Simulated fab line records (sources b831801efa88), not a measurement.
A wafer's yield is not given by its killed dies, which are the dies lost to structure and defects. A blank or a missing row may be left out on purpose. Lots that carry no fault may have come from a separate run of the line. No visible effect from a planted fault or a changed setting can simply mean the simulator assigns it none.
Comparing a struck lot with a sound one -- flow sky130 -- 43 steps out of a route of 708
Sound: the wafers L778.2, L778.3, L778.5. Wafers L783.1, L783.2, L783.5 were the ones struck. The cause comes at the end.
At each step with rows: each side's tool, then ch and its chambers, then its first start. Under that, the readings that differ: sound wafers -- struck wafers -- difference of the means -- sigmas: that difference in standard deviations of wafers without a fault.
alike: words and numbers the same on both sides, and readings whose means are apart by under 2 such deviations; not compared: readings that were withheld, readings missing a value for some wafer, numbers with overlapping values and no deviation given by the record, and bounds like >300 which may hide the same value.
Wherever a step has rows on one side only, a row that says differs or no value, or a row with sigmas, the two part there. When numbers do not overlap yet have no deviation, they are printed without sigmas and do not part them. A reading that every wafer of one side lacks parts them only if that side has two wafers or more.

first, 3 steps without rows for these wafers: SKY_FIELD_ISO_EXPOSE_10 (exposes mask FOM, target cd 150 nm); SKY_FIELD_ISO_PEB_11; SKY_FIELD_ISO_DEVELOP_12 (develop time 60 s).
SKY_FIELD_ISO_CD_MEAS_13: the cd target is 150 nm.
  sound on cd sem-01 at day 2 19:42; struck on cd sem-02 at day 3 21:28
  alike: cd nm
SKY_FIELD_ISO_ETCH_14: etches BARC in N2/H2, stops on SiO2, time 45.9 s, target depth 60 nm.
  sound on rie diel-01 ch 0,2,3, day 2 19:48; struck on rie diel-02 ch 1,2, day 3 21:35
  alike: drypump motor current A, oes product au, throttle valve pct
  not compared: rf hours counter h
then, 1 step without rows for these wafers: SKY_FIELD_ISO_ETCH_15 (etches the open film in CHF3/O2, stops on Si, target depth 180 nm, time 72 s).
SKY_FIELD_ISO_STRIP_16: strips in O2/N2.
  sound on plasma asher-03 ch 0,1, day 2 19:54; struck on plasma asher-03 ch 0,1, day 3 21:41
  alike: drypump motor current A, o2 flow sccm, oes product au, strip time to endpoint s
  not compared: rf hours counter h
SKY_FIELD_ISO_ETCH_17: etches Si in HBr/Cl2/O2, target depth 342 nm, time 97.7 s.
  sound on rie si-01 ch 1,2, day 2 20:00; struck on rie si-01 ch 1,2,3, day 3 21:47
  alike: drypump motor current A, oes product au, throttle valve pct
  not compared: rf hours counter h
then, 4 steps without rows for these wafers: SKY_FIELD_ISO_WET_ETCH_18 (etches Si3N4 in H3PO4, target depth 25 nm, time 286 s); SKY_FIELD_ISO_CLEAN_19 (cleans in SC1/SC2, time 150 s); SKY_FIELD_ISO_CLEAN_20 (cleans in dHF, time 20 s); SKY_FIELD_ISO_WET_ETCH_21 (etches SiO2 in dHF, target depth 20 nm, time 400 s).
SKY_FIELD_ISO_OXIDATION_22: stabilise 600 s, purge 300 s, target thk 10 nm.
  sound on furnace-02 ch 0, day 2 22:31; struck on furnace-02 ch 0, day 3 23:18
SKY_FIELD_ISO_THK_MEAS_23:
  sound on film metro-02 at day 2 23:42; struck on film metro-02 at day 4 00:28
  alike: FIELD_ISO_OXIDATION_01_THK
then, 1 step without rows for these wafers: SKY_FIELD_ISO_CVD_24 (deposits SiO2, target thk 595 nm, time 99.2 s).
SKY_FIELD_ISO_THK_MEAS_25:
  sound on film metro-01 at day 2 23:50; struck on film metro-02 at day 4 00:36
reading,sound,struck,difference,sigmas
FIELD_ISO_CVD_24_THK (nm),606 613 603,587 584 580,-24,-4
then, 1 step without rows for these wafers: SKY_FIELD_ISO_ANNEAL_26 (time 1800 s).
SKY_FIELD_ISO_CMP_27: polishes, stops on Si3N4, t overpolish 16 s, target thk 457.8 nm.
  sound on cmp-01 ch 0,3, day 3 02:34; struck on cmp-02 ch 0,1, day 4 03:07
  alike: edge zone pressure frac, motor current A, overpolish run s, time to endpoint s
then, 5 steps without rows for these wafers: SKY_FIELD_ISO_WET_ETCH_28 (etches SiO2 in dHF, target depth 23.7 nm, time 47 s); SKY_FIELD_ISO_WET_ETCH_29 (etches Si3N4 in H3PO4, target depth 160 nm, time 1825 s); SKY_FIELD_ISO_WET_ETCH_30 (etches SiO2 in dHF, target depth 25 nm, time 50 s); SKY_NWELL_CLEAN_00 (cleans in SC1/SC2, time 150 s); SKY_NWELL_OXIDATION_01 (stabilise 600 s, purge 300 s, target thk 10 nm).
SKY_NWELL_THK_MEAS_02:
  sound on film metro-01 at day 3 05:20; struck on film metro-04 at day 4 05:28
reading,sound,struck,difference,sigmas
NWELL_OXIDATION_THK (nm),10.23 10.09 10.13,9.70 9.77 9.88,-0.37,-2
then, 8 steps without rows for these wafers: SKY_DNWELL_DEHYDRATE_00 (time 60 s); SKY_DNWELL_HMDS_01 (prime time 60 s); SKY_DNWELL_COAT_02 (resist thk 3000 nm); SKY_DNWELL_SOFTBAKE_03; SKY_DNWELL_EXPOSE_04 (exposes mask DNM, target cd 3000 nm); SKY_DNWELL_PEB_05; SKY_DNWELL_DEVELOP_06 (develop time 60 s); SKY_DNWELL_IMPLANT_07.
SKY_DNWELL_STRIP_08: strips in O2/N2.
  sound on plasma asher-01 ch 0,1, day 3 20:51; struck on plasma asher-02 ch 0,1, day 4 23:09
  alike: drypump motor current A, o2 flow sccm, oes product au, strip time to endpoint s
  not compared: rf hours counter h
SKY_DNWELL_TW_MEAS_09:
  sound on film metro-01 at day 3 20:58; struck on film metro-03 at day 4 23:15
  alike: DNWELL_TW
then, 7 steps without rows for these wafers: SKY_PWDE_DEHYDRATE_00 (time 60 s); SKY_PWDE_HMDS_01 (prime time 60 s); SKY_PWDE_COAT_02 (resist thk 3059 nm); SKY_PWDE_SOFTBAKE_03; SKY_PWDE_EXPOSE_04 (exposes mask PWDEM, target cd 840 nm); SKY_PWDE_PEB_05; SKY_PWDE_DEVELOP_06 (develop time 60 s).
SKY_PWDE_OVL_MEAS_07:
  sound on overlay-02 at day 4 13:29; struck on overlay-01 at day 5 16:30
  alike: PWDE_OVL
-- the record jumps here: 42 days lie between the struck wafers' starts before and after (it left off in module PWDE and takes up again in module PAD_OPEN, whose first step shown is number 708 of the route) --
SKY_PAD_OPEN_PROBE_99:
  only the struck wafers here have rows in the record (prober-02, day 48 03:25); the sound ones have none

== WHERE THEY PART ==
First at SKY_FIELD_ISO_THK_MEAS_25; last, within this record, at SKY_PAD_OPEN_PROBE_99.

WHY: what had been put in by the simulator
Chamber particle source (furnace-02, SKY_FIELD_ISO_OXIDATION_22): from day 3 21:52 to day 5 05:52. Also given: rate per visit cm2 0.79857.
